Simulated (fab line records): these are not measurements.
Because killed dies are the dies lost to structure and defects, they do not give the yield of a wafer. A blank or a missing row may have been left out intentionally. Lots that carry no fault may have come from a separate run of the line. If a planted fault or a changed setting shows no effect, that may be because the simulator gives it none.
Comparing a struck lot with a sound one / flow gf180mcu / 41 steps out of a route of 602
Sound: wafers L694.1, L694.4, L694.6. Struck: wafer L693.4 (left out: L693.2, L693.3 of the same lot, which were not struck); the cause appears at the end.
Per side, at each step with rows, come the tool, then ch with its chambers, and then its first start. Under that, the readings that differ: sound wafers / struck wafers / difference of the means / sigmas: that difference in standard deviations of wafers without a fault.
alike: a reading whose means differ by less than 2 such deviations, as well as words and numbers matching on both sides. not compared: withheld readings; readings where some wafer has no value; bounds like >300 that might hide an equal value; numbers whose values overlap and for which the record gives no deviation.
Wherever a step has rows on one side only, a row that says differs or no value, or a row with sigmas, the two part there. When numbers do not overlap yet have no deviation, they are printed without sigmas and do not part them. A reading missing from all wafers of one side parts the sides only when that side holds two or more wafers.

GF_V4_RS_MEAS_24: a four-point-probe measurement.
  sound: film-metro-01 at day 27 03:44; struck: film-metro-02 at day 26 18:56
  alike: V4_W_RS
GF_V4_THK_MEAS_25: measures by xrf.
  sound: film-metro-01 at day 27 03:51; struck: film-metro-02 at day 26 19:02
reading=V4_W_THK (nm); sound=373 378 372; struck=364; difference=-10; sigmas=-2
then, 1 step without rows for these wafers: GF_V4_CMP_26 (polishes, stops on SiO2, t overpolish 15 s, target thk 0 nm).
GF_MIM_SPUTTER_00: material Ti, target thk 37.5 nm, time 150 s.
  sound: pvd-sputter-01 at day 27 04:13; struck: pvd-sputter-04 at day 26 19:23
  alike: substrate-temp-c, throttle-valve-pct
then, 2 steps without rows for these wafers: GF_MIM_SPUTTER_01 (material TiN, target thk 30 nm, time 25 s); GF_MIM_SPUTTER_02 (material AlCu, target thk 450 nm, time 23.9 s).
GF_MIM_SPUTTER_03: material Ti, target thk 10 nm, time 6.7 s.
  sound: pvd-sputter-01 at day 27 04:22; struck: pvd-sputter-04 at day 26 19:33
  alike: substrate-temp-c, throttle-valve-pct
GF_MIM_SPUTTER_04: material TiN, target thk 50 nm, time 41.7 s.
  sound: pvd-sputter-01 at day 27 04:23; struck: pvd-sputter-04 at day 26 19:34
  alike: throttle-valve-pct
then, 1 step without rows for these wafers: GF_MIM_CVD_05 (deposits Si3N4, target thk 42 nm, time 29.086 s).
GF_MIM_THK_MEAS_06:
  sound: film-metro-01 at day 27 04:28; struck: film-metro-03 at day 26 19:39
  alike: MIM_CVD_05_THK
then, 1 step without rows for these wafers: GF_MIM_SPUTTER_07 (material TiN, target thk 60 nm, time 50 s).
GF_MIM_SPUTTER_08: material AlCu, target thk 200 nm, time 10.6 s.
  sound: pvd-sputter-03 at day 27 04:34; struck: pvd-sputter-01 at day 26 19:45
  alike: throttle-valve-pct
GF_MIM_SPUTTER_09: material TiN, target thk 35 nm, time 29.2 s.
  sound: pvd-sputter-03 at day 27 04:35; struck: pvd-sputter-01 at day 26 19:46
reading=model.TiN_of_MIM_SPUTTER_09.thk-nm (nm); sound=35.16 34.31 34.1; struck=37.02; difference=+2.50; sigmas=
  alike: throttle-valve-pct
GF_MIM_RS_MEAS_10: a four-point-probe measurement.
  sound: film-metro-03 at day 27 04:37; struck: film-metro-04 at day 26 19:49
  alike: MIM_ALCU_RS
GF_MIM_THK_MEAS_11: measures by xrf.
  sound: film-metro-03 at day 27 04:44; struck: film-metro-04 at day 26 19:56
  alike: MIM_ALCU_THK
then, 18 steps without rows for these wafers: GF_MIM_DEHYDRATE_12 (time 60 s); GF_MIM_HMDS_13 (prime time 60 s); GF_MIM_COAT_14 (resist thk 1000 nm); GF_MIM_SOFTBAKE_15 (time 60 s); GF_MIM_EXPOSE_16 (exposes mask FuseTop, target cd 2000 nm); GF_MIM_PEB_17; GF_MIM_DEVELOP_18 (develop time 60 s); GF_MIM_METAL_ETCH_19 (etches the open film in Cl2/BCl3, stops on Si3N4, target depth 324.5 nm, time 54.1 s); GF_MIM_STRIP_20 (strips in O2/N2); GF_MIM_STRIP_21 (strips in post etch residue remover, time 1200 s); GF_MIM_CLEAN_22 (cleans in DIW); GF_M5_DEHYDRATE_00 (time 60 s); GF_M5_HMDS_01 (prime time 60 s); GF_M5_COAT_02 (resist thk 1000 nm); GF_M5_SOFTBAKE_03 (time 60 s); GF_M5_EXPOSE_04 (exposes mask Metal5, target cd 280 nm); GF_M5_PEB_05 (peb time 90 s); GF_M5_DEVELOP_06 (develop time 60 s).
GF_M5_CD_MEAS_07: the cd target is 280 nm.
  sound: cd-sem-02 at day 28 22:07; struck: cd-sem-02 at day 28 12:53
  alike: cd-nm
GF_M5_OVL_MEAS_08:
  sound: overlay-02 at day 28 22:14; struck: overlay-01 at day 28 12:59
reading=M5_OVL (nm); sound=-6 2 2; struck=-17; difference=-16; sigmas=-4
then, 2 steps without rows for these wafers: GF_M5_ETCH_09 (etches Si3N4 in CF4/O2, target depth 52 nm, time 11.6 s); GF_M5_METAL_ETCH_10 (etches the open film in Cl2/BCl3, stops on SiO2, target depth 627.5 nm, time 104.6 s).
GF_M5_STRIP_11: strips in O2/N2.
  sound on plasma-asher-02 ch 0,1, day 28 22:24; struck on plasma-asher-02 ch 0, day 28 13:09
  alike: drypump-motor-current-A, heater-power-w, oes-product-au, strip-time-to-endpoint-s
  not compared: rf-hours-counter-h
GF_M5_STRIP_12: strips in post etch residue remover, time 1200 s.
  sound on wet-bench-04 ch 1, day 28 22:30; struck on wet-bench-04 ch 3, day 28 13:15
reading=model.TiN_of_MIM_SPUTTER_09.thk-nm (nm); sound=34.32 33.47 33.26; struck=36.18; difference=+2.50; sigmas=
  alike: bath-guard-temp-C
then, 1 step without rows for these wafers: GF_M5_CLEAN_13 (cleans in DIW).
GF_PASSIVATION_PROBE_99:
  the record holds rows for the sound wafers here (prober-01, day 31 13:30) but none for the struck ones

## WHERE THEY PART
Last at GF_PASSIVATION_PROBE_99 as far as this record goes, first at GF_V4_THK_MEAS_25.

WHY: what the simulator had put in
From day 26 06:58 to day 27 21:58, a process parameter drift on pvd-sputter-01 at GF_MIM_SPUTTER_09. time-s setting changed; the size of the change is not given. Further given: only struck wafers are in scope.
